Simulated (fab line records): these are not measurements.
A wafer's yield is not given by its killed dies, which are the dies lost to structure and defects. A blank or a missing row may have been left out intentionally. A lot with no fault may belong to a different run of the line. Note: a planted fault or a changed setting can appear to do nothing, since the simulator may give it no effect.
Problem report in the 8D (eight disciplines) form, filled by code    flow sky130    the parts of the form that need people (team, actions taken, sign-off) are left out

== 1. THE PROBLEM ==
oes-product-au at SKY_METAL4_METAL_ETCH_18 reads a mean of 0.735 a.u. on 1 wafer of 1 lot; wafers without a fault read 0.868 a.u. with a standard deviation of 0.0064. That puts it -21 standard deviations away from the usual mean.
The step: etches the open film in Cl2/BCl3, stops on SiO2, target depth 845 nm, time 183.1 s.
First seen on wafer L742.6, day 47 12:46, on rie-metal-03. Wafers with a number at this step in the record: 32, from 11 lots. By rule, "out" or "out of limits" means more than 4 standard deviations away from the usual mean. All remaining wafers that have a number are taken as sound.

== 2. WHAT IT IS, WHAT IT ISN'T ==
question                     is                 is not
which readings at this step  oes-product-au     drypump-motor-current-A, throttle-valve-pct
which lots                   L742               L728, L729, L731, L732, L733, L734, L735, L736, L739, L751
which wafers of those lots   L742.6             L742.3
read on which tools          rie-metal-03       rie-metal-01
when                         from day 47 12:46  up to then (28 sound wafers); but 3 sound wafers of L751 came after

== 3. WHAT RULES OUT EACH SUSPECT ==
Counting: any tool at a process step up to the reading remains a suspect provided it ran every lot that is out. Sound lots after the first of them don't rule it out here, since some wafers of a struck lot are sound.
- plasma-asher-02 at SKY_PWDE_STRIP_09 (strips in O2/N2): kept. The lot that is out, L742, ran on it at day 7 08:22; the last sound lot it ran before that was L731, at day 4 15:05.
- pvd-sputter-01 at SKY_METAL4_SPUTTER_02 (material AlCu, target thk 735 nm, time 39.1 s): kept. The lot that is out, L742, ran on it at day 45 15:56; the last sound lot it ran before that was L739, at day 44 16:34.
- rie-metal-03 at SKY_METAL4_METAL_ETCH_18 (etches the open film in Cl2/BCl3, stops on SiO2, target depth 845 nm, time 183.1 s): kept. The lot that is out, L742, ran on it at day 47 12:46; the last sound lot it ran before that was L739, at day 46 14:45. Out on those wafers are its own readings of oes-product-au.
- At SKY_PWDE_STRIP_09 on plasma-asher-02, chamber 0 took the sound wafers of the same lots and chamber 1 took the wafers that are out.
After the count, these remain: plasma-asher-02 at SKY_PWDE_STRIP_09, pvd-sputter-01 at SKY_METAL4_SPUTTER_02 and rie-metal-03 at SKY_METAL4_METAL_ETCH_18.

== 4. THE CAUSE (what the simulator had put in) ==
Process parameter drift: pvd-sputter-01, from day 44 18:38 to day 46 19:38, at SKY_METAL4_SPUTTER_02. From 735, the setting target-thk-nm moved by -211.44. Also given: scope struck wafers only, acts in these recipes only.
Of the 3 suspects that counting leaves, this tool is one.

== 5. THE EFFECT CHAIN, in route order ==
One row per reading whose mean, taken over the struck wafers that have a number, lies over 3 standard deviations from the usual. Only readings for which the record gives a usual standard deviation are gone through. hours: the time from each lot's start at the first step in this table that gives one to its start at this step, as a median over the lots. sigmas: the change in usual standard deviations.
hours  step                      reading         usual       on struck wafers  change  sigmas
0      SKY_METAL4_METAL_ETCH_18  oes-product-au  0.868 a.u.  0.735             -0.133  -21
Its process steps:
- SKY_METAL4_METAL_ETCH_18: etches the open film in Cl2/BCl3, stops on SiO2, target depth 845 nm, time 183.1 s.

== 6. WHAT WOULD HAVE CAUGHT IT SOONER ==
In this record the first reading out of limits was taken at day 47 12:46, 66 hours after the fault began at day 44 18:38.
No tool reading at SKY_METAL4_SPUTTER_02 that has a usual standard deviation in the record was out on any struck wafer, so an alarm limit of 4 standard deviations on those readings would not have fired.
All the lots that are out (1) had begun SKY_METAL4_SPUTTER_02 on pvd-sputter-01 by day 47 12:46. Had the tool been put on hold then, not one of them would have been saved.
